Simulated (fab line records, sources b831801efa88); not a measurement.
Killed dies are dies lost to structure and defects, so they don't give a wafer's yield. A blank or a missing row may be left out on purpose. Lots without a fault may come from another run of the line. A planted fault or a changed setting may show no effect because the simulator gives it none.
Which tool did it? | flow sky130 | 12 lots, 36 wafers sampled, at 5 steps of a route of 708

WHAT THE GAUGES READ, wafer by wafer
SKY_FIELD_ISO_CD_MEAS_13: target cd 150 nm. Usual: cd_nm 149.7 nm, standard deviation 1.6.
lot  | measured    | on        | cd_nm (nm)        | flag
L181 | day 2 03:47 | cd_sem-02 | 146.0 147.2 146.9 |
L182 | day 2 10:20 | cd_sem-01 | 149.0 150.7 149.1 |
L183 | day 2 16:48 | cd_sem-01 | 152.6 150.3 150.4 |
L184 | day 2 21:30 | cd_sem-01 | 149.2 148.3 149.8 |
L187 | day 3 12:55 | cd_sem-01 | 55.8 150.8 56.4   | OFF
L188 | day 3 18:23 | cd_sem-02 | 153.4 153.4 154.8 |
L191 | day 4 10:48 | cd_sem-02 | 52.8 149.1 52.6   | OFF
L192 | day 4 14:23 | cd_sem-02 | 151.7 53.2 53.2   | OFF
L194 | day 5 00:20 | cd_sem-01 | 147.9 149.0 148.0 |
L196 | day 5 11:24 | cd_sem-01 | 147.9 147.8 147.2 |
L198 | day 5 23:09 | cd_sem-01 | 151.9 150.8 151.8 |
L200 | day 6 07:42 | cd_sem-02 | 148.4 149.3 149.9 |

SKY_NWELL_OVL_MEAS_23. Usual: NWELL_01_OVL 0.0 nm, standard deviation 1.5.
lot  | measured     | on         | NWELL_01_OVL (nm) | flag
L181 | day 5 08:02  | overlay-02 | 2.2 0.8 1.4       |
L182 | day 5 18:45  | overlay-02 | -0.3 -0.9 -1.0    |
L183 | day 6 00:48  | overlay-01 | -2.3 -0.9 -0.2    |
L184 | day 6 05:14  | overlay-01 | 0.0 -1.7 -0.4     |
L187 | day 6 23:22  | overlay-02 | 2.4               |
L188 | day 7 05:47  | overlay-01 | 0.6 -2.2 -0.7     |
L191 | day 8 00:31  | overlay-02 | 0.4               |
L192 | day 8 04:55  | overlay-02 | 2.4               |
L194 | day 8 15:50  | overlay-02 | 0.6 3.4 2.5       |
L196 | day 9 03:19  | overlay-02 | -0.2 0.5 0.8      |
L198 | day 9 15:31  | overlay-01 | 0.0 -1.7 -0.8     |
L200 | day 10 01:47 | overlay-01 | -2.3 -1.2 -1.0    |

SKY_VT_ADJUST_LVTN_TW_MEAS_21. Usual: VT_ADJUST_LVTN_2_TW 188.0, standard deviation 1.5.
lot  | measured     | on            | VT_ADJUST_LVTN_2_TW | flag
L181 | day 7 20:20  | film_metro-03 | 185.3 185.6 185.7   |
L182 | day 8 07:24  | film_metro-01 | 188.3 187.5 188.2   |
L183 | day 8 15:25  | film_metro-04 | 188.1 187.7 188.5   |
L184 | day 8 18:43  | film_metro-04 | 188.1 187.2 188.0   |
L187 | day 9 15:14  | film_metro-03 | 186.5               |
L188 | day 9 21:51  | film_metro-04 | 190.0 190.4 191.0   |
L191 | day 10 19:02 | film_metro-01 | 188.2               |
L192 | day 10 23:38 | film_metro-04 | 188.5               |
L194 | day 11 11:47 | film_metro-04 | 189.4 189.7 188.6   |
L196 | day 12 00:47 | film_metro-03 | 187.2 187.1 186.3   |
L198 | day 12 12:43 | film_metro-01 | 187.8 188.9 187.3   |
L200 | day 12 22:54 | film_metro-03 | 186.8 187.2 187.4   |

WHICH TOOL RAN EACH LOT (tool, then ch and the chambers of the sampled wafers, then the start)
lot  | SKY_FIELD_ISO_EXPOSE_10          | SKY_FIELD_ISO_STRIP_16
L181 | krf_scanner-01 ch 0, day 1 21:03 | plasma_asher-02 ch 0,1, day 2 04:00
L182 | krf_scanner-01 ch 0, day 2 02:56 | plasma_asher-02 ch 0,1, day 2 10:32
L183 | krf_scanner-01 ch 0, day 2 09:09 | plasma_asher-03 ch 0,1, day 2 17:00
L184 | krf_scanner-02 ch 0, day 2 13:52 | plasma_asher-01 ch 0,1, day 2 21:41
L187 | krf_scanner-01 ch 0, day 3 05:25 | plasma_asher-02 ch 0,1, day 3 13:08
L188 | krf_scanner-02 ch 0, day 3 10:06 | plasma_asher-02 ch 0,1, day 3 18:35
L191 | krf_scanner-01 ch 0, day 4 02:16 | plasma_asher-02 ch 0,1, day 4 11:01
L192 | krf_scanner-01 ch 0, day 4 05:59 | plasma_asher-02 ch 0,1, day 4 14:35
L194 | krf_scanner-02 ch 0, day 4 15:17 | plasma_asher-01 ch 1, day 5 00:32
L196 | krf_scanner-02 ch 0, day 5 02:07 | plasma_asher-03 ch 1, day 5 11:35
L198 | krf_scanner-02 ch 0, day 5 13:45 | plasma_asher-03 ch 0,1, day 5 23:20
L200 | krf_scanner-02 ch 0, day 5 21:56 | plasma_asher-02 ch 0,1, day 6 07:55
- SKY_FIELD_ISO_EXPOSE_10: exposes mask FOM, target cd 150 nm.
- SKY_FIELD_ISO_STRIP_16: strips in O2/N2.

WHAT THE TOOLS THEMSELVES READ (means of the sampled wafers that have a number; where no wafer has one, the mark that the record gives instead)
SKY_FIELD_ISO_EXPOSE_10. Usual: exposure_dose_mJ_cm2 27.983, standard deviation 0.029.
lot  | tool           | exposure_dose_mJ_cm2 | flag
L181 | krf_scanner-01 | 27.970               |
L182 | krf_scanner-01 | 28.020               |
L183 | krf_scanner-01 | 28.036               |
L184 | krf_scanner-02 | 28.008               |
L187 | krf_scanner-01 | 27.985               |
L188 | krf_scanner-02 | 27.966               |
L191 | krf_scanner-01 | 27.968               |
L192 | krf_scanner-01 | 27.992               |
L194 | krf_scanner-02 | 27.993               |
L196 | krf_scanner-02 | 27.988               |
L198 | krf_scanner-02 | 27.992               |
L200 | krf_scanner-02 | 27.941               |

SKY_FIELD_ISO_STRIP_16. Usual: drypump_motor_current_A 5.9 A, standard deviation 0.35; oes_product_au 0.379 a.u., standard deviation 0.005; strip_time_to_endpoint_s 3.55 s, standard deviation 0.042.
lot  | tool            | drypump_motor_current_A (A) | oes_product_au (a.u.) | strip_time_to_endpoint_s (s) | flag
L181 | plasma_asher-02 | 6.0                         | 0.379                 | 3.59                         |
L182 | plasma_asher-02 | 5.8                         | 0.383                 | 3.58                         |
L183 | plasma_asher-03 | 6.3                         | 0.377                 | 3.58                         |
L184 | plasma_asher-01 | 5.5                         | 0.377                 | 3.55                         |
L187 | plasma_asher-02 | 6.0                         | 0.375                 | 3.54                         |
L188 | plasma_asher-02 | 6.0                         | 0.379                 | 3.57                         |
L191 | plasma_asher-02 | 5.8                         | 0.374                 | 3.54                         |
L192 | plasma_asher-02 | 6.0                         | 0.379                 | 3.54                         |
L194 | plasma_asher-01 | 5.7                         | 0.377                 | 3.47                         |
L196 | plasma_asher-03 | 6.5                         | 0.376                 | 3.53                         |
L198 | plasma_asher-03 | 6.4                         | 0.379                 | 3.55                         |
L200 | plasma_asher-02 | 5.8                         | 0.374                 | 3.52                         |

THE ANSWER, worked out from the rows above alone
Rule: a lot is off if the mean of its wafers that have a number lies more than 3 standard deviations from the usual mean. A lot without any number at a reading at which 4 lots or more have one is off too. The other lots that the step has rows for count as sound. The gauges are gone through in route order, then the tools' own readings, and for those a lot's mean is taken as printed above. The first step at which some lot is off is used, and at that step the reading that is off furthest; a lot without a number counts as furthest.
Off: L187, L191, L192, at SKY_FIELD_ISO_CD_MEAS_13 (cd_nm).
A tool fits if, at a process step before that reading, it ran every lot that is off, and no sound lot after the first of them. The gauges at SKY_FIELD_ISO_CD_MEAS_13 are tried like those tools. One fits: krf_scanner-01 at SKY_FIELD_ISO_EXPOSE_10. Its last sound lot is L183 (day 2 09:09), its first lot that is off L187 (day 3 05:25): a fault that began between those two fits.

WHAT THE SIMULATOR HAD PUT IN
Process parameter drift: krf_scanner-01, from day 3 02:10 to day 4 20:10, at SKY_FIELD_ISO_EXPOSE_10. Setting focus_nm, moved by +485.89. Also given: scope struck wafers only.
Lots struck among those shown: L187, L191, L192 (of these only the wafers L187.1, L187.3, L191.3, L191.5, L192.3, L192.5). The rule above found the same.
